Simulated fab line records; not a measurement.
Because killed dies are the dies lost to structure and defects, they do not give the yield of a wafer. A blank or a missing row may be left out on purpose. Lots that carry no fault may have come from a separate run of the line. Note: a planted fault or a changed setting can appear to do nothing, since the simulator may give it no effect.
Which tool is to blame?	flow gf180mcu	7 lots, 21 wafers sampled, at 2 steps of a route of 602

WHAT THE GAUGES READ, wafer by wafer
GF_POLY_GATE_THK_MEAS_01.
lot	measured	on	POLY_GATE_CVD_00_THK (nm)
L676	day 9 03:00	film_metro-02	197.5 198.1 196.9
L680	day 10 11:15	film_metro-01	199.7 198.7 199.8
L684	day 11 14:11	film_metro-01	197.8 195.9 199.1
L687	day 12 10:19	film_metro-03	199.1 199.8 200.2
L689	day 13 01:38	film_metro-01	199.1 201.9 199.2
L694	day 14 10:51	film_metro-01	198.0 199.4 199.4
L696	day 14 20:48	film_metro-02	198.3 196.4 199.4

WHAT TOOL EACH LOT RAN ON (gives the tool, then ch and the chambers of the sampled wafers, and finally the start)
lot	GF_VT_IMPLANT_RTA_45
L676	rtp_anneal-01 ch 0, day 8 03:20
L680	rtp_anneal-02 ch 0, day 9 07:59
L684	rtp_anneal-01 ch 0, day 10 13:21
L687	rtp_anneal-02 ch 0, day 11 05:05
L689	rtp_anneal-02 ch 0, day 11 20:29
L694	rtp_anneal-01 ch 0, day 13 07:16
L696	rtp_anneal-01 ch 0, day 13 18:34
- GF_VT_IMPLANT_RTA_45: time 30 s.

THE ANSWER, worked out from the rows above alone
Rule: the usual values come from the lots themselves. The widest of any qualifying gaps counts: lots, ordered by their means at a reading, are off when they make up no more than a third of the lots, leave a main group of 4 or more, and stand apart from it by 3 or more times the standard deviation of that group's means. A main group whose means are all the same, to the digits that the tables above print for the reading, isn't used. Also off: a lot with no number at a reading for which 4 or more lots have one. The other lots that the step has rows for count as sound.
None of the lots is off at any reading shown; this tells nothing.

WHAT THE SIMULATOR HAD INSERTED
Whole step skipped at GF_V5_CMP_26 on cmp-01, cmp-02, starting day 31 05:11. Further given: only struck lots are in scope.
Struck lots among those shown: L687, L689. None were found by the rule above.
